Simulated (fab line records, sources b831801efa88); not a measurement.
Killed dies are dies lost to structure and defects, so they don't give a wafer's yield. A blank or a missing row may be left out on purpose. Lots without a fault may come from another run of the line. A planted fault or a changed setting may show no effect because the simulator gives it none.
Problem report in the 8D (eight disciplines) form, filled by code | flow sky130 | the parts of the form that need people (team, actions taken, sign-off) are left out

1. THE PROBLEM
cathode_dc_power_W at SKY_METAL4_SPUTTER_03 reads a mean of 3208.0 W on 6 wafers of 2 lots; wafers without a fault read 2999.9 W with a standard deviation of 0.52. That is +99 or more standard deviations from the usual mean.
The step: material Ti, target thk 5 nm, time 3.3 s.
First seen on wafer L239.3, day 45 15:39, on pvd_sputter-04. The record holds 36 wafers of 12 lots with a number at this step. Rule for "out", or "out of limits": more than 4 standard deviations from the usual mean. The other wafers with a number count as sound.

2. WHAT IT IS AND WHAT IT IS NOT
question                    | is                     | is not
which readings at this step | cathode_dc_power_W     | throttle_valve_pct
which lots                  | L239, L240             | L219, L220, L222, L223, L224, L225, L226, L231, L232, L242
which wafers of those lots  | all that have a number | -
read on which tools         | pvd_sputter-04         | pvd_sputter-01, pvd_sputter-02
when                        | from day 45 15:39      | up to then (27 sound wafers); but 3 sound wafers of L242 came after

3. SUSPECTS, AND WHAT RULES EACH OUT
Counting: a tool at a process step up to the reading stays a suspect if it ran every lot that is out and no sound lot after the first of them.
- pvd_sputter-04 at SKY_METAL4_SPUTTER_03 (material Ti, target thk 5 nm, time 3.3 s): kept. It ran every lot that is out, first L239 (day 45 15:39), and no sound lot after that; its last sound lot up to then is L231 (day 43 14:33). Its own readings are out on those wafers: cathode_dc_power_W.
Left after counting: pvd_sputter-04 at SKY_METAL4_SPUTTER_03.

4. THE CAUSE (what the simulator had put in)
Process parameter drift: pvd_sputter-04, from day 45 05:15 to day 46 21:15, at SKY_METAL4_SPUTTER_03. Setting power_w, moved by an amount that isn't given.
Counting left only this tool.

5. THE CHAIN OF EFFECTS, in route order
Each row: a reading whose mean over the struck wafers that have a number lies more than 3 standard deviations from the usual. Only readings for which the record gives a usual standard deviation are gone through. hours: the time from each lot's start at the first step in this table that gives one to its start at this step, as a median over the lots. sigmas: the change in usual standard deviations.
hours | step                  | reading            | usual    | on struck wafers | change | sigmas
0     | SKY_METAL4_SPUTTER_03 | cathode_dc_power_W | 2999.9 W | 3208.0           | +208.1 | +99 or more
The process steps in it:
- SKY_METAL4_SPUTTER_03: material Ti, target thk 5 nm, time 3.3 s.

6. WHAT WOULD HAVE CAUGHT IT SOONER
In this record the first reading out of limits was taken at day 45 15:39, 10 hours after the fault began at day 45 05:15.
